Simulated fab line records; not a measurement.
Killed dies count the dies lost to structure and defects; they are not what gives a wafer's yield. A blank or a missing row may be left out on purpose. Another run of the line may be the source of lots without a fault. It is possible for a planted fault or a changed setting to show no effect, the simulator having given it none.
Which tool was responsible? + flow sky130 + Sampling: 12 lots, 36 wafers, 4 of 708 route steps

== WHAT THE GAUGES SHOWED, per wafer ==
Not one reading of a measure or inspect step in the record can be checked against a usual standard deviation.

== EACH LOT AND THE TOOL THAT RAN IT (in order: tool; ch and the chambers of the sampled wafers; start) ==
| lot  | SKY_METAL1_METAL_ETCH_19         | SKY_VIA1_CMP_02               | SKY_METAL2_SPUTTER_02       | SKY_METAL2_SOFTBAKE_11           |
|------|----------------------------------|-------------------------------|-----------------------------|----------------------------------|
| L381 | rieMetal-01 ch 1, day 32 20:47   | cmp-01 ch 1,2,3, day 32 21:44 | pvdSputter-03, day 34 02:59 | lithoTrack-02 ch 0, day 34 16:00 |
| L382 | rieMetal-02 ch 0,1, day 33 06:33 | cmp-02 ch 1,2,3, day 33 07:31 | pvdSputter-03, day 34 12:41 | lithoTrack-02 ch 0, day 35 02:00 |
| L383 | rieMetal-02 ch 0,1, day 33 20:25 | cmp-02 ch 0,1,3, day 33 21:19 | pvdSputter-03, day 35 02:17 | lithoTrack-02 ch 0, day 35 16:00 |
| L388 | rieMetal-02 ch 0,1, day 35 07:52 | cmp-02 ch 0,2, day 35 08:46   | pvdSputter-04, day 36 12:55 | lithoTrack-02 ch 0, day 37 01:00 |
| L390 | rieMetal-01 ch 0, day 36 00:17   | cmp-01 ch 2,3, day 36 01:13   | pvdSputter-04, day 37 05:20 | lithoTrack-02 ch 0, day 37 18:00 |
| L391 | rieMetal-04 ch 0,1, day 36 09:04 | cmp-02 ch 1,2,3, day 36 10:24 | pvdSputter-03, day 37 13:41 | lithoTrack-02 ch 0, day 38 02:00 |
| L397 | rieMetal-02 ch 0,1, day 38 04:25 | cmp-02 ch 0,2,3, day 38 05:19 | pvdSputter-01, day 39 08:15 | lithoTrack-03 ch 0, day 39 20:00 |
| L398 | rieMetal-04 ch 0,1, day 38 08:07 | cmp-02 ch 0,1,3, day 38 09:03 | pvdSputter-03, day 39 11:48 | lithoTrack-03 ch 0, day 40 01:00 |
| L400 | rieMetal-04 ch 0,1, day 39 04:19 | cmp-01 ch 0,1,3, day 39 05:14 | pvdSputter-01, day 40 07:06 | lithoTrack-04 ch 0, day 40 19:00 |
| L401 | rieMetal-02 ch 0,1, day 39 08:29 | cmp-01 ch 0,1,3, day 39 09:32 | pvdSputter-03, day 40 11:28 | lithoTrack-04 ch 0, day 41 00:00 |
| L402 | rieMetal-02 ch 0,1, day 39 18:53 | cmp-01 ch 1,2,3, day 39 19:53 | pvdSputter-03, day 40 22:13 | lithoTrack-02 ch 0, day 41 10:00 |
| L403 | rieMetal-02 ch 0,1, day 39 23:43 | cmp-02 ch 0,2,3, day 40 00:38 | pvdSputter-01, day 41 03:08 | lithoTrack-02 ch 0, day 41 14:00 |
- SKY_METAL1_METAL_ETCH_19: etches the open film in Cl2/BCl3, stops on SiO2, target depth 360 nm, time 78 s.
- SKY_VIA1_CMP_02: polishes SiO2.
- SKY_METAL2_SPUTTER_02: material AlCu, target thk 250 nm, time 13.3 s.
- SKY_METAL2_SOFTBAKE_11: time 90 s.

== AS READ BY THE TOOLS THEMSELVES (means over the sampled wafers that have a number; for cases with no such wafer, the mark the record gives instead) ==
SKY_METAL1_METAL_ETCH_19. Usual: bcl3FlowSccm 30.00 sccm, standard deviation 0.09; drypumpMotorCurrentA 5.5 A, standard deviation 0.34; oesProductAu 0.854 a.u., standard deviation 0.0065; throttleValvePct 22.264 %, standard deviation 0.0089.
| lot  | tool        | bcl3FlowSccm (sccm) | drypumpMotorCurrentA (A) | oesProductAu (a.u.) | throttleValvePct (%) | flag |
|------|-------------|---------------------|--------------------------|---------------------|----------------------|------|
| L381 | rieMetal-01 | 29.94               | 5.1                      | 0.849               | 22.262               |      |
| L382 | rieMetal-02 | 29.94               | 5.4                      | 0.865               | 22.259               |      |
| L383 | rieMetal-02 | 30.01               | 5.4                      | 0.856               | 22.270               |      |
| L388 | rieMetal-02 | 29.89               | 5.4                      | 0.854               | 22.267               |      |
| L390 | rieMetal-01 | 29.95               | 6.0                      | 0.843               | 22.263               |      |
| L391 | rieMetal-04 | 30.10               | 5.4                      | 0.852               | 22.258               |      |
| L397 | rieMetal-02 | 29.97               | 5.5                      | 0.853               | 22.265               |      |
| L398 | rieMetal-04 | 30.07               | 5.4                      | 0.860               | 22.259               |      |
| L400 | rieMetal-04 | 30.02               | 5.6                      | 0.854               | 22.267               |      |
| L401 | rieMetal-02 | 29.93               | 5.4                      | 0.853               | 22.260               |      |
| L402 | rieMetal-02 | 30.08               | 5.5                      | 0.846               | 22.264               |      |
| L403 | rieMetal-02 | 30.02               | 5.5                      | 0.848               | 22.264               |      |

SKY_VIA1_CMP_02. Usual: motorCurrentA at 12.7 A, with a standard deviation of 1.4.
| lot  | tool   | motorCurrentA (A) | flag |
|------|--------|-------------------|------|
| L381 | cmp-01 | 13.3              |      |
| L382 | cmp-02 | 12.7              |      |
| L383 | cmp-02 | 12.5              |      |
| L388 | cmp-02 | 12.9              |      |
| L390 | cmp-01 | 14.6              |      |
| L391 | cmp-02 | 12.7              |      |
| L397 | cmp-02 | 12.6              |      |
| L398 | cmp-02 | 12.1              |      |
| L400 | cmp-01 | 13.0              |      |
| L401 | cmp-01 | 13.4              |      |
| L402 | cmp-01 | 12.9              |      |
| L403 | cmp-02 | 12.9              |      |

SKY_METAL2_SPUTTER_02. Usual: throttleValvePct at 30.0 %, with a standard deviation of 1.
| lot  | tool          | throttleValvePct (%) | flag |
|------|---------------|----------------------|------|
| L381 | pvdSputter-03 | 30.7                 |      |
| L382 | pvdSputter-03 | 30.7                 |      |
| L383 | pvdSputter-03 | 30.1                 |      |
| L388 | pvdSputter-04 | 29.1                 |      |
| L390 | pvdSputter-04 | 29.1                 |      |
| L391 | pvdSputter-03 | 30.1                 |      |
| L397 | pvdSputter-01 | 29.4                 |      |
| L398 | pvdSputter-03 | 30.0                 |      |
| L400 | pvdSputter-01 | 29.2                 |      |
| L401 | pvdSputter-03 | 30.7                 |      |
| L402 | pvdSputter-03 | 30.1                 |      |
| L403 | pvdSputter-01 | 29.4                 |      |

SKY_METAL2_SOFTBAKE_11. Usual: heaterPowerTotalW 57.36 W, standard deviation 0.11; plateTempC 100.03 C, standard deviation 0.14.
| lot  | tool          | heaterPowerTotalW (W) | plateTempC (C) | flag |
|------|---------------|-----------------------|----------------|------|
| L381 | lithoTrack-02 | 57.31                 | 100.34         |      |
| L382 | lithoTrack-02 | 57.27                 | 100.03         |      |
| L383 | lithoTrack-02 | 57.23                 | 100.12         |      |
| L388 | lithoTrack-02 | 58.52                 | 101.45         | OFF  |
| L390 | lithoTrack-02 | 58.63                 | 101.73         | OFF  |
| L391 | lithoTrack-02 | 58.79                 | 101.68         | OFF  |
| L397 | lithoTrack-03 | 57.43                 | 99.98          |      |
| L398 | lithoTrack-03 | 57.29                 | 100.20         |      |
| L400 | lithoTrack-04 | 57.42                 | 100.00         |      |
| L401 | lithoTrack-04 | 57.32                 | 99.95          |      |
| L402 | lithoTrack-02 | 57.43                 | 100.15         |      |
| L403 | lithoTrack-02 | 57.37                 | 100.24         |      |

== THE ANSWER, worked out from the rows above alone ==
Rule: a lot is off if the mean of its wafers that have a number lies more than 3 standard deviations from the usual mean. A lot without any number at a reading at which 4 lots or more have one is off too. The other lots that the step has rows for count as sound. Order of review: gauges by route order, followed by the tools' own readings, for which a lot's mean as printed above is used. At the first step where some lot is off, the reading lying furthest off is the one used; lots without a number count as furthest.
Off at SKY_METAL2_SOFTBAKE_11 (heaterPowerTotalW): L388, L390, L391.
If a tool, at that step or one of the process steps before it, ran each lot that is off and ran no sound lot following the first of them, it fits. Not one of the candidates tried fits.

== WHAT THE SIMULATOR HAD PUT IN ==
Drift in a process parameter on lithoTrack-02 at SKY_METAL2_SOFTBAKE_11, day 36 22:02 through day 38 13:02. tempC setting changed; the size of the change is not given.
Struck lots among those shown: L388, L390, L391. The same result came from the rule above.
